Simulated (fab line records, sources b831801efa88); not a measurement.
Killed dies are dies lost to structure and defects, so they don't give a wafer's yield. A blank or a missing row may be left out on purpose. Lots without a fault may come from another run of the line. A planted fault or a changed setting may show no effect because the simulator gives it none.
fab line records | flow sfq_line
record lots=5 wafers=15 last_day=90
route steps=325 shown M4@152 I4@163 JJ@178 M5@206 M8@325
lots that met no fault: from a run of the same line without faults
start_h: hours from the record's first day to the start of the lot's first wafer shown | wait_h: hours since the lot's step before | " the same as in the row above | L1.1+2: a row that stands for several wafers | - no value, or no start given | * or withheld: withheld | < > ~ a bound
route shown NAME@n: a module of which the file shows steps, and the number in the route of the first | usual: mean/standard deviation of fault-free wafers | same: alike in all rows | chamber/n: place in a boat | sites: the reading at each site | _std_site: their standard deviation | _edge_site: outer sites' mean less inner sites' | radius_mm: how far each site lies from the wafer's centre | mask NAME#n: copy n | behind: the tool/chamber that last shaped the wafer | hold: why the lot was held/for how many hours/how that ended | device: the transistor (n, p or np) that didn't switch | end of line: the same wafers' tests at the end of the route | a step without rows: its recipe alone | killed: dies lost to structure and defects at the first sort, not the wafer's yield | map: a wafer's dies, x killed, . not, _ none there
set.NAME: the setting as run; set.NAME@STEP: as run at that earlier step | model.NAME: the simulator's own value behind a step, which no gauge read
lots at some steps of the route; a table a step, a row a wafer
services: from which hour (start_h, from the record's first day; less than 0 if before it) a tool's chamber was out of use, for how many hours, and why
## steps
# step SFQ_TRILAYER_M4_LITHO_COAT_098
# recipe resist=BARC spin_rpm=3000 resist_thk_nm=62
# step SFQ_TRILAYER_M4_LITHO_COAT_093
# recipe resist=KrF spin_rpm=3000 resist_thk_nm=600
# step SFQ_TRILAYER_M4_LITHO_SOFTBAKE_097
# recipe temp_c=withheld time_s=withheld resist=KrF
# step SFQ_TRILAYER_M4_LITHO_EXPOSE_094
# recipe mask_id=M4 na=0.6 source_shape=conventional sigma_outer=0.65 target_cd_nm=500 dose_mj=14.4
# step SFQ_TRILAYER_M4_LITHO_PEB_096
# recipe peb_temp_c=115 peb_time_s=60 resist=KrF
# step SFQ_TRILAYER_M4_LITHO_DEVELOP_095
# recipe time_s=60 resist=KrF
# step SFQ_M4_OVL_MEAS_926
# usual M4_OVL=0/6.3
# columns lot.wafer tool chamber start_h wait_h M4_OVL[nm]
L995.1 overlay-02 - 1054.94 0.1 -5
L995.2 " - " " 0
L995.5 " - " " -10
L101.2 overlay-02 - 1089.49 0.1 10
L101.3 " - " " 10
L101.6 " - " " 5
L108.1 overlay-02 - 1329.95 0.1 2
L108.3 " - " " 0
L108.4 " - " " 3
L115.3 overlay-02 - 1408.06 0.1 10
L115.4 " - " " 8
L115.5 " - " " 6
L117.1 overlay-02 - 1411.65 0.1 6
L117.3 " - " " -6
L117.6 " - " " 3
# step SFQ_TRILAYER_M4_BARC_OPEN_METAL_ETCH_123
# recipe mask_material=PR chemistry=O2 target_depth_nm=125 target=BARC icp_w=600 bias_w=80 pressure_mtorr=10 time_s=41.7
# step SFQ_TRILAYER_M4_ETCH_METAL_ETCH_096
# recipe target=Nb stop_on=SiO2 mask_material=PR chemistry=Cl2/Ar target_depth_nm=240 icp_w=600 bias_w=80 pressure_mtorr=10 time_s=120
# usual drypump_motor_current_A=5.4/0.31 oes_product_au=0.893/0.0073
# same time_s=120
# columns lot.wafer tool chamber start_h wait_h drypump_motor_current_A oes_product_au rf_hours_counter_h
L995.1 rie_metal-02 0 1055.04 0.0 5.0 0.889 92
L995.2 " 1 " " 5.8 0.894 68
L995.5 " 1 " " 5.7 0.896 -
L101.2 rie_metal-04 0 1089.57 0.0 5.7 0.877 83
L101.3 " 0 " " 5.7 0.900 -
L101.6 " 1 " " 5.9 0.884 -
L108.1 rie_metal-04 1 1330.05 0.0 5.9 0.901 10
L108.3 " 0 " " 5.7 0.884 -
L108.4 " 1 " " 5.9 0.894 -
L115.3 rie_metal-03 1 1408.19 0.1 5.2 0.886 -
L115.4 " 0 " " 5.1 0.890 -
L115.5 " 1 " " 5.2 0.900 -
L117.1 rie_metal-03 1 1411.75 0.0 5.3 0.881 136
L117.3 " 1 " " 5.3 0.898 -
L117.6 " 0 " " 5.1 0.899 -
# step SFQ_TRILAYER_M4_STRIP_STRIP_097
# recipe gas=O2 power_w=200 platen_temp_c=40 overash_fraction=0.65 chemistry=O2 pressure_mtorr=50
# usual drypump_motor_current_A=5.4/0.31 oes_product_au=0.999/0.0085
# same overash_fraction=0.65
# columns lot.wafer tool chamber start_h wait_h drypump_motor_current_A oes_product_au rf_hours_counter_h
L995.1 rie_metal-02 0 1055.16 0.1 5.0 0.995 93
L995.2 " 1 " " 5.7 0.990 68
L995.5 " 1 " " 5.7 0.990 -
L101.2 rie_metal-04 0 1089.70 0.1 5.7 1.006 83
L101.3 " 0 " " 5.7 1.007 -
L101.6 " 1 " " 5.9 1.000 -
L108.1 rie_metal-04 1 1330.17 0.1 5.9 1.008 10
L108.3 " 0 " " 5.7 1.005 -
L108.4 " 1 " " 5.9 1.005 -
L115.3 rie_metal-03 1 1408.47 0.2 5.2 0.991 -
L115.4 " 0 " " 5.1 1.001 -
L115.5 " 1 " " 5.3 0.992 -
L117.1 rie_metal-03 1 1411.87 0.1 5.3 0.992 136
L117.3 " 1 " " 5.3 1.004 -
L117.6 " 0 " " 5.1 1.007 -
# step SFQ_TRILAYER_M4_STRIP_SOLV_CLEAN_098
# recipe chemistry=NMP temp_c=70 time_s=600
# step SFQ_TRILAYER_I4_DEP_PECVD_099
# recipe material=SiO2 temp_c=150 time_s=111.11 pressure_torr=2.4 rf_w=183.3 precursor=SiH4/N2O target_thk_nm=500
# step SFQ_TRILAYER_I4_CMP_CMP_100
# recipe material=SiO2 down_force_psi=3 platen_rpm=60 pad_velocity_m_s=0.94248
# usual motor_current_A=10.2/1.2 time_to_endpoint_s=215/8.1
# columns lot.wafer tool chamber start_h wait_h motor_current_A time_to_endpoint_s model.SiO2_of_TRILAYER_I4_DEP_PECVD_099.thk_nm
L995.1 cmp-02 0 1069.23 13.2 9.6 219 199.2
L995.2 " 2 1070.23 14.2 9.3 210 197.6
L995.5 " 3 " " 11.8 212 200.1
L101.2 cmp-01 3 1113.24 22.7 10.5 221 199.5
L101.3 " 1 1114.24 23.7 9.5 207 198.3
L101.6 " 0 1115.74 25.2 8.9 291 310.5
L108.1 cmp-01 0 1331.03 0.0 9.2 211 202.4
L108.4 " 2 1332.03 1.0 10.1 210 198.6
L108.3 " 3 " " 10.3 214 200.9
L115.3 cmp-02 3 1409.73 0.4 12.4 225 200
L115.4 " 2 1411.23 1.9 9.1 218 201.1
L115.5 " 0 1412.23 2.9 9.9 227 200.4
L117.1 cmp-01 1 1415.27 2.6 9.7 205 199.8
L117.3 " 3 1416.27 3.6 10.1 215 202.6
L117.6 " 0 " " 9.1 215 203.5
# step SFQ_I4_BOW_MEAS_927
# recipe mode=bow
# usual I4_BOW=2/8.8
# columns lot.wafer tool chamber start_h wait_h I4_BOW[um]
L995.1 film_metro-03 - 1071.73 2.0 11
L995.2 " - " " 14
L995.5 " - " " 6
L101.2 film_metro-03 - 1116.26 2.5 5
L101.3 " - " " 11
L101.6 " - " " 0
L101.2 film_metro-03 - 1117.58 1.3 -
L101.3 " - " " -
L101.6 " - " " -
L108.1 film_metro-01 - 1334.03 2.5 6
L108.3 " - " " 8
L108.4 " - " " 4
L115.3 film_metro-02 - 1412.77 2.5 4
L115.4 " - " " 0
L115.5 " - " " 0
L117.1 film_metro-03 - 1417.77 2.0 10
L117.3 " - " " 19
L117.6 " - " " -5
# step SFQ_TRILAYER_I4_METRO_MEASURE_101
# usual thk_nm=200.2/1.2
# columns lot.wafer tool chamber start_h wait_h thk_nm
L995.1 film_metro-03 - 1071.85 0.1 199.2
L995.2 " - " " 197.6
L995.5 " - " " 200.2
L101.2 film_metro-03 - 1124.25 6.6 199.7
L101.3 " - " " 198.3
L101.6 " - " " 310.7
L101.2 film_metro-03 - 1125.62 1.2 199.6
L101.3 " - " " 198.5
L101.6 " - " " 310.4
L108.1 film_metro-01 - 1334.15 0.1 202.6
L108.3 " - " " 200.9
L108.4 " - " " 198.7
L115.3 film_metro-02 - 1413.25 0.5 199.9
L115.4 " - " " 201.0
L115.5 " - " " 200.5
L117.1 film_metro-03 - 1417.89 0.1 200.0
L117.3 " - " " 202.8
L117.6 " - " " 203.5
# step SFQ_TRILAYER_I4_VIA_LITHO_COAT_108
# recipe resist=BARC spin_rpm=3000 resist_thk_nm=62
# step SFQ_TRILAYER_I4_VIA_LITHO_COAT_103
# recipe resist=KrF spin_rpm=3000 resist_thk_nm=650
# step SFQ_TRILAYER_I4_VIA_LITHO_SOFTBAKE_107
# recipe temp_c=withheld time_s=withheld resist=KrF
# step SFQ_TRILAYER_I4_VIA_LITHO_EXPOSE_104
# recipe mask_id=I4 na=0.6 source_shape=conventional sigma_outer=0.65 target_cd_nm=700 dose_mj=21.3
# step SFQ_TRILAYER_I4_VIA_LITHO_PEB_106
# recipe peb_temp_c=115 peb_time_s=60 resist=KrF
# step SFQ_TRILAYER_I4_VIA_LITHO_DEVELOP_105
# recipe time_s=60 resist=KrF
# step SFQ_I4_OVL_MEAS_928
# usual I4_OVL=1/5.9
# columns lot.wafer tool chamber start_h wait_h I4_OVL[nm]
L995.1 overlay-01 - 1190.11 0.1 7
L995.2 " - " " 4
L995.5 " - " " 5
L101.2 overlay-02 - 1217.61 0.1 -10
L101.3 " - " " -4
L101.6 " - " " -8
L108.1 overlay-01 - 1345.05 0.1 -2
L108.3 " - " " 3
L108.4 " - " " -2
L115.3 overlay-02 - 1416.39 0.1 4
L115.4 " - " " -2
L115.5 " - " " 0
L117.1 overlay-01 - 1422.54 0.1 6
L117.3 " - " " 2
L117.6 " - " " 3
# step SFQ_TRILAYER_I4_VIA_BARC_OPEN_VIA_ETCH_146
# recipe mask_material=PR chemistry=O2 target_depth_nm=125 target=BARC source_w=500 bias_w=80 pressure_mtorr=30 time_s=41.7
# step SFQ_TRILAYER_I4_VIA_ETCH_VIA_ETCH_106
# recipe target=SiO2 stop_on=Nb mask_material=PR taper_deg=20 chemistry=CHF3 target_depth_nm=260 source_w=500 bias_w=80 pressure_mtorr=30 time_s=withheld
# usual drypump_motor_current_A=5.7/0.38 oes_product_au=0.855/0.0053
# columns lot.wafer tool chamber start_h wait_h drypump_motor_current_A oes_product_au model.etch.depth_nm model.I4.feature_depth_nm
L995.1 rie_diel-01 1 1190.19 0.0 5.8 0.852 199.2 199.2
L995.2 " 0 " " 5.4 0.851 197.6 197.6
L995.5 " 1 " " 5.8 0.861 200.1 200.1
L101.2 rie_diel-01 3 1217.68 0.0 5.2 0.853 199.5 199.5
L101.3 " 2 " " 5.9 0.851 198.3 198.3
L101.6 " 1 " " 5.7 1.004 260.9 260.9
L108.1 rie_diel-01 3 1345.13 0.0 5.1 0.861 202.4 202.4
L108.3 " 0 " " 5.4 0.861 200.9 200.9
L108.4 " 1 " " 5.8 0.853 198.6 198.6
L115.3 rie_diel-04 1 1416.45 0.0 5.7 0.861 200 200
L115.4 " 2 " " 6.0 0.854 201.1 201.1
L115.5 " 2 " " 6.0 0.853 200.4 200.4
L117.1 rie_diel-02 0 1422.61 0.0 5.6 0.852 199.8 199.8
L117.3 " 1 " " 4.9 0.863 202.6 202.6
L117.6 " 1 " " 4.9 0.865 203.5 203.5
# step SFQ_TRILAYER_I4_VIA_STRIP_STRIP_107
# recipe gas=O2 power_w=200 platen_temp_c=40 overash_fraction=0.65 chemistry=O2 pressure_mtorr=50
# usual drypump_motor_current_A=5.7/0.43 oes_product_au=1.005/0.0091
# same overash_fraction=0.65
# columns lot.wafer tool chamber start_h wait_h drypump_motor_current_A oes_product_au rf_hours_counter_h
L995.1 rie_metal-04 0 1190.30 - 5.7 1.005 99
L995.2 " 1 " " 5.9 0.997 139
L995.5 " 0 " " 5.7 1.004 -
L101.2 rie_metal-02 1 1217.79 - 5.8 0.999 95
L101.3 " 1 " " 5.7 0.996 -
L101.6 " 0 " " 5.0 0.996 -
L108.1 rie_metal-02 1 1345.24 - 5.7 0.989 114
L108.3 " 1 " " 5.7 0.993 -
L108.4 " 1 " " 5.7 1.002 -
L115.3 rie_metal-04 1 1416.77 - 5.9 1.001 -
L115.4 " 0 " " 5.7 1.007 -
L115.5 " 1 " " 5.9 0.996 -
L117.1 rie_metal-04 0 1422.73 - 5.7 1.010 131
L117.3 " 1 " " 5.9 1.007 -
L117.6 " 0 " " 5.7 1.019 -
# step SFQ_TRILAYER_I4_VIA_STRIP_SOLV_CLEAN_108
# recipe chemistry=NMP temp_c=70 time_s=600
# step SFQ_TRILAYER_JJ_TRILAYER_DEP_PRE_CLEAN_113
# recipe gas=Ar time_s=22.5 bias_v=250
# step SFQ_TRILAYER_JJ_TRILAYER_DEP_SPUTTER_109
# recipe material=Nb base_pressure_pa=1.33e-06 chamber_pressure_pa=0.1333 substrate_temp_c=20 target_thk_nm=150 power_w=2000 time_s=100
# step SFQ_TRILAYER_JJ_TRILAYER_DEP_SPUTTER_110
# recipe material=Al base_pressure_pa=1.33e-06 target_thk_nm=8 power_w=500 time_s=10 chamber_pressure_pa=0.4
# usual throttle_valve_pct=30.2/1.3
# same time_s=10
# columns lot.wafer tool chamber start_h wait_h throttle_valve_pct
L995.1 pvd_sputter-06 - 1191.18 0.0 31.9
L995.2 " - " " 30.3
L995.5 " - " " 32.5
L101.2 pvd_sputter-03 - 1218.67 0.0 28.9
L101.3 " - " " 28.6
L101.6 " - " " 30.8
L108.1 pvd_sputter-04 - 1346.72 0.0 31.5
L108.3 " - " " 30.7
L108.4 " - " " 28.1
L115.3 pvd_sputter-06 - 1417.44 0.0 30.2
L115.4 " - " " 32.0
L115.5 " - " " 31.6
L117.1 pvd_sputter-04 - 1423.60 0.0 28.0
L117.3 " - " " 30.9
L117.6 " - " " 28.2
# step SFQ_TRILAYER_JJ_TRILAYER_DEP_AL_OXIDATION_111
# recipe pressure_mbar=0.014667 oxidation_time_s=600 temperature_k=293
# step SFQ_TRILAYER_JJ_TRILAYER_DEP_SPUTTER_112
# recipe material=Nb base_pressure_pa=1.33e-06 chamber_pressure_pa=0.1333 substrate_temp_c=20 target_thk_nm=170 power_w=2000 time_s=113.3
# usual throttle_valve_pct=30.2/1.3
# same time_s=113.3
# columns lot.wafer tool chamber start_h wait_h throttle_valve_pct
L995.1 pvd_sputter-06 - 1192.20 0.5 31.8
L995.2 " - " " 30.2
L995.5 " - " " 32.0
L101.2 pvd_sputter-03 - 1219.69 0.5 28.8
L101.3 " - " " 28.8
L101.6 " - " " 31.0
L108.1 pvd_sputter-04 - 1347.74 0.5 31.4
L108.3 " - " " 30.7
L108.4 " - " " 28.0
L115.3 pvd_sputter-06 - 1418.47 0.5 30.4
L115.4 " - " " 31.8
L115.5 " - " " 31.4
L117.1 pvd_sputter-04 - 1424.63 0.5 28.2
L117.3 " - " " 31.1
L117.6 " - " " 28.1
# step SFQ_JJ_RS_MEAS_929
# recipe thk_meas_gauge=four-point-probe reads=Nb_of_TRILAYER_JJ_TRILAYER_DEP_SPUTTER_112
# usual JJ_NB_RS=1.057/0.017
# columns lot.wafer tool chamber start_h wait_h JJ_NB_RS[ohm/sq]
L995.1 film_metro-02 - 1192.28 0.0 1.046
L995.2 " - " " 1.057
L995.5 " - " " 1.049
L101.2 film_metro-02 - 1219.79 0.1 1.069
L101.3 " - " " 1.073
L101.6 " - " " 1.070
L108.1 film_metro-04 - 1347.82 0.0 1.060
L108.3 " - " " 1.063
L108.4 " - " " 1.056
L115.3 film_metro-04 - 1418.59 0.1 1.055
L115.4 " - " " 1.040
L115.5 " - " " 1.057
L117.1 film_metro-01 - 1424.71 0.0 1.058
L117.3 " - " " 1.060
L117.6 " - " " 1.064
# step SFQ_TRILAYER_JJ_CE_LITHO_COAT_119
# recipe resist=BARC spin_rpm=3000 resist_thk_nm=62
# step SFQ_TRILAYER_JJ_CE_LITHO_COAT_114
# recipe resist=KrF spin_rpm=3000 resist_thk_nm=600
# step SFQ_TRILAYER_JJ_CE_LITHO_SOFTBAKE_118
# recipe temp_c=withheld time_s=withheld resist=KrF
# step SFQ_TRILAYER_JJ_CE_LITHO_EXPOSE_115
# recipe mask_id=J5 na=0.6 source_shape=conventional sigma_outer=0.65 target_cd_nm=700 dose_mj=14.4
# step SFQ_TRILAYER_JJ_CE_LITHO_PEB_117
# recipe peb_temp_c=115 peb_time_s=60 resist=KrF
# step SFQ_TRILAYER_JJ_CE_LITHO_DEVELOP_116
# recipe time_s=60 resist=KrF
# step SFQ_JJ_OVL_MEAS_931
# usual J5_OVL=-4/6.9
# columns lot.wafer tool chamber start_h wait_h J5_OVL[nm]
L995.1 overlay-01 - 1225.56 0.1 -3
L995.2 " - " " 1
L995.5 " - " " -10
L101.2 overlay-01 - 1233.96 0.1 -7
L101.3 " - " " -10
L101.6 " - " " -16
L108.1 overlay-01 - 1371.44 0.1 -9
L108.3 " - " " -14
L108.4 " - " " -12
L115.3 overlay-01 - 1421.35 0.1 -9
L115.4 " - " " -12
L115.5 " - " " -12
L117.1 overlay-01 - 1428.54 0.1 -2
L117.3 " - " " -2
L117.6 " - " " 2
# step SFQ_TRILAYER_JJ_CE_METRO_MEASURE_117
# step SFQ_TRILAYER_JJ_CE_BARC_OPEN_RIE_150
# recipe mask_material=PR chemistry=O2 target_depth_nm=240 target=BARC icp_w=600 bias_w=80 pressure_mtorr=10 time_s=80
# step SFQ_TRILAYER_M5_ETCH_METAL_ETCH_126
# recipe target=Nb stop_on=SiO2 mask_material=PR over_etch_frac=0.15 time_s=203.2 chemistry=Cl2/BCl3 target_depth_nm=265 icp_w=600 bias_w=80 pressure_mtorr=10
# usual drypump_motor_current_A=5.6/0.62 oes_product_au=0.726/0.006
# same time_s=203.2
# columns lot.wafer tool chamber start_h wait_h drypump_motor_current_A oes_product_au rf_hours_counter_h model.SiO2_of_TRILAYER_I4_DEP_PECVD_099.thk_nm
L995.1 rie_metal-03 0 1339.65 0.0 5.1 0.729 133 179.4
L995.2 " 1 " " 5.2 0.716 123 178.1
L995.5 " 1 " " 5.3 0.734 - 180.5
L101.2 rie_metal-01 1 1356.67 0.0 6.6 0.724 114 179.6
L101.3 " 1 " " 6.6 0.725 - 178.4
L101.6 " 0 " " 5.1 0.733 - 290.8
L108.1 rie_metal-04 1 1384.79 0.0 5.9 0.732 17 182.7
L108.3 " 0 " " 5.7 0.731 - 180.9
L108.4 " 1 " " 5.9 0.732 - 179
L115.3 rie_metal-04 1 1427.50 0.1 5.8 0.718 - 180
L115.4 " 0 " " 5.7 0.733 - 181
L115.5 " 0 " " 5.7 0.725 - 180.3
L117.1 rie_metal-03 1 1437.09 0.1 5.2 0.729 144 180.1
L117.3 " 1 " " 5.2 0.721 - 182.8
L117.6 " 1 " " 5.2 0.727 - 183.8
# step SFQ_M8_BOW_MEAS_951
# recipe mode=bow
# usual M8_BOW=6/12
# columns lot.wafer tool chamber start_h wait_h M8_BOW[um] model.etest.i4.link_ohm
L995.1 film_metro-03 - 1800.79 0.0 12 2.19
L995.2 " - " " 15 2.182
L995.5 " - " " 8 2.175
L101.2 film_metro-02 - 1844.33 0.0 11 2.21
L101.3 " - " " 16 2.176
L101.6 " - " " 6 1e+06
L108.1 film_metro-01 - 2036.73 0.0 12 2.172
L108.3 " - " " 13 2.203
L108.4 " - " " 10 2.152
L115.3 film_metro-03 - 2156.57 0.0 5 2.186
L115.4 " - " " -1 2.193
L115.5 " - " " -1 2.157
L117.1 film_metro-03 - 2160.13 0.0 11 2.182
L117.3 " - " " 21 2.183
L117.6 " - " " -3 2.17
## services
# columns tool chamber start_h hours kind
rie_diel-01 2 1075.35 12.4 repair
rie_diel-01 0 1091.06 1.9 repair
cmp-01 - 1094.24 4.0 pm
film_metro-03 - 1103.05 5.6 pm
film_metro-03 - 1130.65 0.6 pm
film_metro-03 - 1146.52 1.0 pm
film_metro-03 - 1149.44 1.3 pm
film_metro-03 - 1204.15 0.6 pm
rie_metal-03 0 1207.70 26.1 repair
pvd_sputter-06 - 1211.40 1.4 repair
pvd_sputter-06 - 1212.18 17.5 repair
film_metro-03 - 1245.41 13.9 pm
rie_metal-04 1 1247.15 10.7 repair
rie_metal-04 - 1253.74 14.6 pm
rie_metal-04 - 1294.26 2.8 pm
rie_metal-02 - 1311.20 3.3 repair
pvd_sputter-04 - 1361.43 6.2 repair
film_metro-03 - 1376.83 0.4 pm
rie_metal-04 - 1379.08 0.6 repair
rie_metal-03 1 1384.04 4.1 repair
rie_metal-04 - 1392.37 6.5 repair
film_metro-03 - 1394.44 0.4 pm
rie_metal-02 - 1403.08 1.4 pm
pvd_sputter-06 - 1423.40 1.6 repair
## key
first_sign step=SFQ_TRILAYER_I4_CMP_CMP_100 reading=time_to_endpoint_s direction=up sigmas=9.5 usual=* struck=*
effect step=SFQ_I4_BOW_MEAS_927 reading=visit direction=added
effect step=SFQ_TRILAYER_I4_METRO_MEASURE_101 reading=visit direction=added
effect step=SFQ_TRILAYER_I4_METRO_MEASURE_101 reading=thk_nm direction=up sigmas=89 usual=200.2 struck=310.7
effect step=SFQ_TRILAYER_I4_VIA_ETCH_VIA_ETCH_106 reading=oes_product_au direction=up sigmas=28 usual=0.855 struck=1.004
model_effect step=SFQ_TRILAYER_I4_CMP_CMP_100 value=SiO2_of_TRILAYER_I4_DEP_PECVD_099.thk_nm without=201.1 struck=310.5
model_effect step=SFQ_TRILAYER_I4_VIA_ETCH_VIA_ETCH_106 value=etch.depth_nm without=201.1 struck=260.9
model_effect step=SFQ_TRILAYER_M5_ETCH_METAL_ETCH_126 value=SiO2_of_TRILAYER_I4_DEP_PECVD_099.thk_nm without=181.3 struck=290.8
model_effect step=SFQ_M8_BOW_MEAS_951 value=etest.i4.link_ohm without=2.183 struck=1e+06
met_at SFQ_TRILAYER_I4_CMP_CMP_100
struck_wafers L101.6
fault kind=process_parameter_drift tool=cmp-01 chamber=0 onset_h=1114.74 steps=SFQ_TRILAYER_I4_CMP_CMP_100 channel=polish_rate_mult offset=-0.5 shape=step end_h=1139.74
